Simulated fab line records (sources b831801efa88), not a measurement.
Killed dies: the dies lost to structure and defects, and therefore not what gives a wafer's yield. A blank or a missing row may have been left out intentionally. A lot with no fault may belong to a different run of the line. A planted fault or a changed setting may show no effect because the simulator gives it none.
fab line records	flow sfqLine
record lots=14	wafers=42	lastDay=87
route steps=325 shown I1@74 JJ@179 M5@206 R5@213
lots untouched by any fault: they come from a run of this same line in which no faults occurred
startH: hours from the record's opening day to when the first of the lot's shown wafers began	waitH: hours from the lot's prior step to this one	" the same as in the row above	L1.1+2: one row covering several wafers at once	- no value, or no start given	* or withheld: withheld	< > ~ a bound
route shown NAME@n: names a module that has steps shown in the file, with the first one's number in the route	usual: the fault-free wafers' mean and standard deviation	same: alike in all rows	chamber/n: place in a boat	sites: each site's reading	_std_site: the standard deviation of these	_edge_site: the outer-site mean with the inner-site mean subtracted	radiusMm: how far each site lies from the wafer's centre	mask NAME#n: copy n	behind: the most recent tool/chamber to have shaped the wafer	hold: cause of the lot's hold/its duration in hours/its outcome	device: the transistor (n, p or np) that didn't switch	end of line: the same wafers' tests at the end of the route	where a step has no rows: the recipe by itself	killed: dies lost to structure and defects at the first sort, not the wafer's yield	map: a wafer's dies, x killed, . not, _ none there
set.NAME: the setting as run; set.NAME@STEP: as run at that earlier step	model.NAME: the simulator's own value behind a step, which no gauge read
one table for each step of the route and one row for each wafer, over a sample of lots
services: a tool's chamber out of use, with start hour (startH, from the record's first day; less than 0 if before it), hours out, and reason
## steps
# step SFQ_TRILAYER_I1_CMP_CMP_046
# recipe material=SiO2	downForcePsi=3	platenRpm=60	padVelocityMS=0.94248
# usual headPressurePsi=3.000/0.006	motorCurrentA=9.8/1	timeToEndpointS=215/7.4
lot.wafer	tool	chamber	startH	waitH	headPressurePsi	motorCurrentA	timeToEndpointS
L984.4	cmp-02	0	341.47	2.6	2.990	9.8	226
L984.2	"	1	"	"	3.001	9.5	225
L984.6	"	2	"	"	3.006	9.5	225
L985.3	cmp-02	3	355.47	3.4	3.006	11.5	221
L985.1	"	2	356.97	4.9	2.997	9.7	219
L985.6	"	3	"	"	2.994	12.2	226
L987.2	cmp-01	3	385.67	12.0	3.003	8.5	232
L987.1	"	0	"	"	2.991	10.2	216
L987.5	"	3	387.67	14.0	3.006	8.3	231
L988.2	cmp-02	2	390.63	11.9	2.992	9.7	208
L988.6	"	1	392.13	13.4	3.006	10.5	224
L988.5	"	2	"	"	2.993	10.0	221
L989.4	cmp-02	2	396.13	11.7	3.007	9.3	219
L989.3	"	1	397.63	13.2	3.012	10.1	213
L989.6	"	2	"	"	3.007	9.7	218
L990.2	cmp-01	1	399.05	12.0	2.995	9.8	214
L990.3	"	2	"	"	3.002	8.7	217
L990.1	"	3	"	"	3.009	8.6	215
L991.2	cmp-02	0	405.13	8.7	2.996	10.4	201
L991.4	"	2	406.13	9.7	3.002	9.0	214
L991.6	"	0	407.13	10.7	2.997	9.4	207
L992.2	cmp-02	0	414.13	12.9	3.003	9.5	210
L992.3	"	1	"	"	2.998	10.0	204
L992.6	"	1	416.63	15.4	3.012	10.2	219
L994.3	cmp-02	1	432.13	10.8	2.989	10.2	206
L994.4	"	0	433.63	12.3	2.999	8.9	203
L994.6	"	2	434.63	13.3	2.997	10.0	216
L100.3	cmp-02	3	471.63	10.0	3.003	12.1	215
L100.2	"	0	"	"	2.998	9.9	207
L100.1	"	1	"	"	3.010	10.5	202
L102.2	cmp-01	0	494.47	11.2	2.997	9.5	214
L102.6	"	2	495.47	12.2	2.997	8.6	224
L102.5	"	3	"	"	3.006	8.1	218
L103.3	cmp-02	1	495.64	8.8	3.000	10.4	211
L103.4	"	2	"	"	2.998	9.4	217
L103.6	"	1	497.64	10.7	3.001	10.0	217
L106.3	cmp-02	0	522.14	7.2	2.994	9.4	203
L106.4	"	2	523.14	8.2	3.001	9.5	209
L106.5	"	1	524.64	9.7	3.003	10.2	215
L107.2	cmp-02	2	525.64	9.3	3.003	9.7	220
L107.1	"	3	"	"	3.001	12.4	216
L107.3	"	0	"	"	2.998	10.0	212
# step SFQ_TRILAYER_JJ_TRILAYER_DEP_SPUTTER_109
# recipe material=Nb	basePressurePa=1.33e-06	chamberPressurePa=0.1333	substrateTempC=20	targetThkNm=150	powerW=2000	timeS=100
# usual throttleValvePct=30.0/1.1
# same timeS=100
lot.wafer	tool	chamber	startH	waitH	throttleValvePct
L984.2	pvdSputter-06	-	1033.29	0.0	31.0
L984.4	"	-	"	"	30.7
L984.6	"	-	"	"	31.7
L985.1	pvdSputter-06	-	1036.89	0.0	29.1
L985.3	"	-	"	"	30.6
L985.6	"	-	"	"	30.8
L987.1	pvdSputter-05	-	1112.56	0.0	31.3
L987.2	"	-	"	"	30.7
L987.5	"	-	"	"	29.4
L988.2	pvdSputter-06	-	1116.16	0.0	29.0
L988.5	"	-	"	"	29.1
L988.6	"	-	"	"	31.3
L989.3	pvdSputter-05	-	1120.96	0.0	29.3
L989.4	"	-	"	"	30.5
L989.6	"	-	"	"	29.1
L990.1	pvdSputter-06	-	1125.76	0.0	31.5
L990.2	"	-	"	"	30.6
L990.3	"	-	"	"	29.2
L991.2	pvdSputter-05	-	1181.61	0.0	29.1
L991.4	"	-	"	"	31.2
L991.6	"	-	"	"	31.2
L992.2	pvdSputter-03	-	1184.47	0.0	31.6
L992.3	"	-	"	"	28.7
L992.6	"	-	"	"	27.8
L994.3	pvdSputter-06	-	1188.25	0.0	30.8
L994.4	"	-	"	"	31.4
L994.6	"	-	"	"	29.2
L100.1	pvdSputter-03	-	1200.58	0.0	30.4
L100.2	"	-	"	"	27.9
L100.3	"	-	"	"	31.7
L102.2	pvdSputter-03	-	1204.18	0.0	30.4
L102.5	"	-	"	"	30.4
L102.6	"	-	"	"	28.6
L103.3	pvdSputter-05	-	1206.60	0.0	30.5
L103.4	"	-	"	"	31.3
L103.6	"	-	"	"	31.1
L106.3	pvdSputter-03	-	1211.38	0.0	30.6
L106.4	"	-	"	"	31.6
L106.5	"	-	"	"	28.9
L107.1	pvdSputter-05	-	1212.58	0.0	30.5
L107.2	"	-	"	"	29.0
L107.3	"	-	"	"	30.5
# step SFQ_TRILAYER_M5_ETCH_METAL_ETCH_126
# recipe target=Nb	stopOn=SiO2	maskMaterial=PR	overEtchFrac=0.15	timeS=203.2	chemistry=Cl2/BCl3	targetDepthNm=265	icpW=600	biasW=80	pressureMtorr=10
# usual drypumpMotorCurrentA=5.6/0.46	oesProductAu=0.730/0.0054
# same timeS=203.2
lot.wafer	tool	chamber	startH	waitH	drypumpMotorCurrentA	oesProductAu	rfHoursCounterH
L984.2	rieMetal-01	0	1291.01	0.0	5.3	0.737	82
L984.4	"	1	"	"	5.4	0.729	-
L984.6	"	0	"	"	5.3	0.728	-
L985.1	rieMetal-02	0	1297.01	0.0	5.5	0.732	13
L985.3	"	0	"	"	5.5	0.724	-
L985.6	"	0	"	"	5.5	0.738	-
L987.1	rieMetal-02	0	1370.46	0.0	5.5	0.731	25
L987.2	"	1	"	"	5.7	0.730	51
L987.5	"	1	"	"	5.7	0.727	-
L988.2	rieMetal-03	0	1377.28	0.0	5.1	0.733	49
L988.5	"	1	"	"	6.4	0.731	-
L988.6	"	0	"	"	5.1	0.740	-
L989.3	rieMetal-03	1	1383.34	0.1	6.4	0.731	-
L989.4	"	0	"	"	5.1	0.734	-
L989.6	"	1	"	"	6.4	0.720	-
L990.1	rieMetal-03	1	1388.08	0.0	6.4	0.720	26
L990.2	"	0	"	"	5.1	0.723	50
L990.3	"	1	"	"	6.4	0.731	-
L991.2	rieMetal-03	0	1439.93	0.0	5.1	0.727	55
L991.4	"	1	"	"	6.4	0.722	-
L991.6	"	0	"	"	5.1	0.717	-
L992.2	rieMetal-03	0	1442.33	0.0	5.2	0.732	56
L992.3	"	1	"	"	6.4	0.731	-
L992.6	"	1	"	"	6.4	0.726	-
L994.3	rieMetal-02	0	1445.99	0.1	5.5	0.729	-
L994.4	"	1	"	"	5.7	0.726	-
L994.6	"	0	"	"	5.5	0.730	-
L100.1	rieMetal-02	0	1460.45	0.0	5.5	0.742	38
L100.2	"	1	"	"	5.7	0.734	65
L100.3	"	0	"	"	5.5	0.735	-
L102.2	rieMetal-03	0	1465.25	0.0	5.1	0.733	59
L102.5	"	0	"	"	5.1	0.740	-
L102.6	"	1	"	"	6.4	0.731	-
L103.3	rieMetal-03	1	1468.92	0.1	6.4	0.724	-
L103.4	"	0	"	"	5.1	0.728	-
L103.6	"	0	"	"	5.1	0.721	-
L106.3	rieMetal-02	0	1473.72	0.1	5.5	0.729	-
L106.4	"	1	"	"	5.7	0.725	-
L106.5	"	1	"	"	5.7	0.718	-
L107.1	rieMetal-01	1	1476.05	0.0	5.4	0.734	53
L107.2	"	0	"	"	5.3	0.724	103
L107.3	"	1	"	"	5.4	0.726	-
# step SFQ_TRILAYER_R5_DEP_SPUTTER_133
# recipe material=MoNx	basePressurePa=1.33e-06	targetThkNm=40	powerW=1000	timeS=66.7	chamberPressurePa=0.4
# usual throttleValvePct=29.7/1.1
lot.wafer	tool	chamber	startH	waitH	throttleValvePct
L984.2	pvdSputter-03	-	1296.29	0.0	31.8
L984.4	"	-	"	"	27.9
L984.6	"	-	"	"	28.7
L985.1	pvdSputter-04	-	1302.29	0.0	29.1
L985.3	"	-	"	"	28.8
L985.6	"	-	"	"	28.8
L987.1	pvdSputter-05	-	1378.06	0.0	29.4
L987.2	"	-	"	"	31.1
L987.5	"	-	"	"	31.3
L988.2	pvdSputter-03	-	1382.57	0.0	31.7
L988.5	"	-	"	"	31.9
L988.6	"	-	"	"	30.4
L989.3	pvdSputter-04	-	1388.57	0.0	28.7
L989.4	"	-	"	"	28.8
L989.6	"	-	"	"	30.0
L990.1	pvdSputter-05	-	1393.36	0.0	31.4
L990.2	"	-	"	"	30.6
L990.3	"	-	"	"	30.1
L991.2	pvdSputter-04	-	1445.21	0.0	29.0
L991.4	"	-	"	"	29.4
L991.6	"	-	"	"	29.0
L992.2	pvdSputter-05	-	1447.61	0.0	30.8
L992.3	"	-	"	"	31.4
L992.6	"	-	"	"	30.1
L994.3	pvdSputter-05	-	1451.21	0.0	31.3
L994.4	"	-	"	"	30.0
L994.6	"	-	"	"	31.3
L100.1	pvdSputter-04	-	1468.65	0.0	28.7
L100.2	"	-	"	"	29.3
L100.3	"	-	"	"	28.8
L102.2	pvdSputter-04	-	1477.77	0.0	29.6
L102.5	"	-	"	"	29.1
L102.6	"	-	"	"	29.3
L103.3	pvdSputter-03	-	1486.65	0.0	28.4
L103.4	"	-	"	"	31.7
L103.6	"	-	"	"	28.6
L106.3	pvdSputter-03	-	1495.77	0.0	30.4
L106.4	"	-	"	"	31.7
L106.5	"	-	"	"	28.0
L107.1	pvdSputter-04	-	1501.65	0.0	29.2
L107.2	"	-	"	"	30.4
L107.3	"	-	"	"	28.9
# step SFQ_R5_RS_MEAS_933
# recipe thkMeasGauge=four-point-probe	reads=Ti_of_TRILAYER_R5_DEP_SPUTTER_134+MoNx_of_TRILAYER_R5_DEP_SPUTTER_133+Ti_of_TRILAYER_R5_DEP_SPUTTER_132
# usual R5_MONX_RS=7.01/0.074
lot.wafer	tool	chamber	startH	waitH	R5_MONX_RS[ohm/sq]
L984.2	filmMetro-01	-	1296.38	0.0	7.04
L984.4	"	-	"	"	7.22
L984.6	"	-	"	"	7.07
L985.1	filmMetro-03	-	1302.36	0.0	6.96
L985.3	"	-	"	"	6.97
L985.6	"	-	"	"	6.95
L987.1	filmMetro-04	-	1378.13	0.0	6.95
L987.2	"	-	"	"	7.00
L987.5	"	-	"	"	6.98
L988.2	filmMetro-04	-	1382.67	0.0	7.10
L988.5	"	-	"	"	7.10
L988.6	"	-	"	"	7.14
L989.3	filmMetro-03	-	1388.69	0.0	6.95
L989.4	"	-	"	"	6.95
L989.6	"	-	"	"	6.95
L990.1	filmMetro-03	-	1393.43	0.0	6.97
L990.2	"	-	"	"	6.88
L990.3	"	-	"	"	6.97
L991.2	filmMetro-03	-	1445.30	0.0	6.90
L991.4	"	-	"	"	6.93
L991.6	"	-	"	"	6.87
L992.2	filmMetro-04	-	1447.70	0.0	6.94
L992.3	"	-	"	"	6.98
L992.6	"	-	"	"	6.90
L994.3	filmMetro-01	-	1451.32	0.0	7.14
L994.4	"	-	"	"	7.11
L994.6	"	-	"	"	7.08
L100.1	filmMetro-03	-	1468.72	0.0	6.87
L100.2	"	-	"	"	6.86
L100.3	"	-	"	"	6.88
L102.2	filmMetro-03	-	1477.87	0.0	7.02
L102.5	"	-	"	"	7.00
L102.6	"	-	"	"	6.98
L103.3	filmMetro-03	-	1486.76	0.0	7.02
L103.4	"	-	"	"	11.07
L103.6	"	-	"	"	6.97
L106.3	filmMetro-03	-	1495.89	0.0	7.10
L106.4	"	-	"	"	11.15
L106.5	"	-	"	"	7.00
L107.1	filmMetro-04	-	1501.74	0.0	6.98
L107.2	"	-	"	"	7.05
L107.3	"	-	"	"	7.02
# step SFQ_R5_THK_MEAS_934
# recipe thkMeasGauge=xrf	reads=MoNx_of_TRILAYER_R5_DEP_SPUTTER_133
# usual R5_MONX_THK=40.6/0.57
lot.wafer	tool	chamber	startH	waitH	R5_MONX_THK[nm]
L984.2	filmMetro-01	-	1296.49	0.1	40.0
L984.4	"	-	"	"	39.3
L984.6	"	-	"	"	39.9
L985.1	filmMetro-03	-	1302.48	0.1	40.9
L985.3	"	-	"	"	40.9
L985.6	"	-	"	"	41.0
L987.1	filmMetro-04	-	1378.25	0.1	40.8
L987.2	"	-	"	"	40.6
L987.5	"	-	"	"	40.5
L988.2	filmMetro-04	-	1382.78	0.1	39.7
L988.5	"	-	"	"	39.8
L988.6	"	-	"	"	39.7
L989.3	filmMetro-03	-	1388.79	0.1	41.1
L989.4	"	-	"	"	41.3
L989.6	"	-	"	"	40.9
L990.1	filmMetro-03	-	1393.55	0.1	41.1
L990.2	"	-	"	"	41.7
L990.3	"	-	"	"	41.0
L991.2	filmMetro-03	-	1445.41	0.1	41.7
L991.4	"	-	"	"	41.4
L991.6	"	-	"	"	41.8
L992.2	filmMetro-04	-	1447.81	0.1	41.3
L992.3	"	-	"	"	40.8
L992.6	"	-	"	"	41.3
L994.3	filmMetro-01	-	1451.42	0.1	39.5
L994.4	"	-	"	"	40.4
L994.6	"	-	"	"	40.3
L100.1	filmMetro-03	-	1468.84	0.1	41.5
L100.2	"	-	"	"	41.8
L100.3	"	-	"	"	41.5
L102.2	filmMetro-03	-	1477.98	0.1	40.5
L102.5	"	-	"	"	40.9
L102.6	"	-	"	"	40.8
L103.3	filmMetro-03	-	1486.86	0.1	40.6
L103.4	"	-	"	"	24.7
L103.6	"	-	"	"	41.0
L106.3	filmMetro-03	-	1495.99	0.1	40.5
L106.4	"	-	"	"	25.0
L106.5	"	-	"	"	41.1
L107.1	filmMetro-04	-	1501.86	0.1	41.1
L107.2	"	-	"	"	40.8
L107.3	"	-	"	"	40.7
## services
tool	chamber	startH	hours	kind
cmp-02	-	322.09	6.4	repair
cmp-02	-	362.01	2.2	repair
cmp-02	-	370.09	2.0	repair
cmp-02	-	477.13	6.0	pm
cmp-02	-	516.66	1.5	repair
cmp-02	-	575.42	4.0	pm
cmp-02	-	637.75	1.0	repair
cmp-02	-	752.81	1.8	repair
cmp-02	-	793.04	1.1	repair
cmp-02	-	846.71	3.7	pm
cmp-02	-	915.72	4.0	pm
cmp-02	-	943.06	2.1	repair
cmp-02	-	968.00	4.1	pm
cmp-02	-	973.88	0.9	repair
cmp-02	-	990.25	2.5	repair
cmp-02	-	1116.00	1.3	repair
cmp-02	-	1188.02	2.1	repair
cmp-02	-	1196.14	14.4	pm
cmp-02	-	1216.90	4.0	pm
cmp-02	-	1223.00	0.9	repair
cmp-02	-	1235.88	7.8	repair
cmp-02	-	1253.62	2.7	repair
cmp-02	-	1256.28	4.0	pm
cmp-02	-	1333.34	1.2	repair
## key
firstSign step=SFQ_R5_RS_MEAS_933	reading=R5_MONX_RS	direction=up	sigmas=56	usual=7.01	struck=11.11
effect step=SFQ_R5_THK_MEAS_934	reading=R5_MONX_THK	direction=down	sigmas=28	usual=40.6	struck=24.8
metAt SFQ_TRILAYER_R5_DEP_SPUTTER_133
struckLots L103,L106
struckWafers L103.4,L106.4
notActingAt SFQ_TRILAYER_I1_CMP_CMP_046,SFQ_TRILAYER_JJ_TRILAYER_DEP_SPUTTER_109,SFQ_TRILAYER_M5_ETCH_METAL_ETCH_126
onsetBetween 1382.57 1486.65
fault kind=processParameterDrift	tool=pvdSputter-03	chamber=-	onsetH=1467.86	steps=SFQ_TRILAYER_R5_DEP_SPUTTER_133	channel=targetThkNm	offset=-15.858	shape=step	endH=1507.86	actsIn=theseRecipesOnly	stated=40	scope=struckWafersOnly
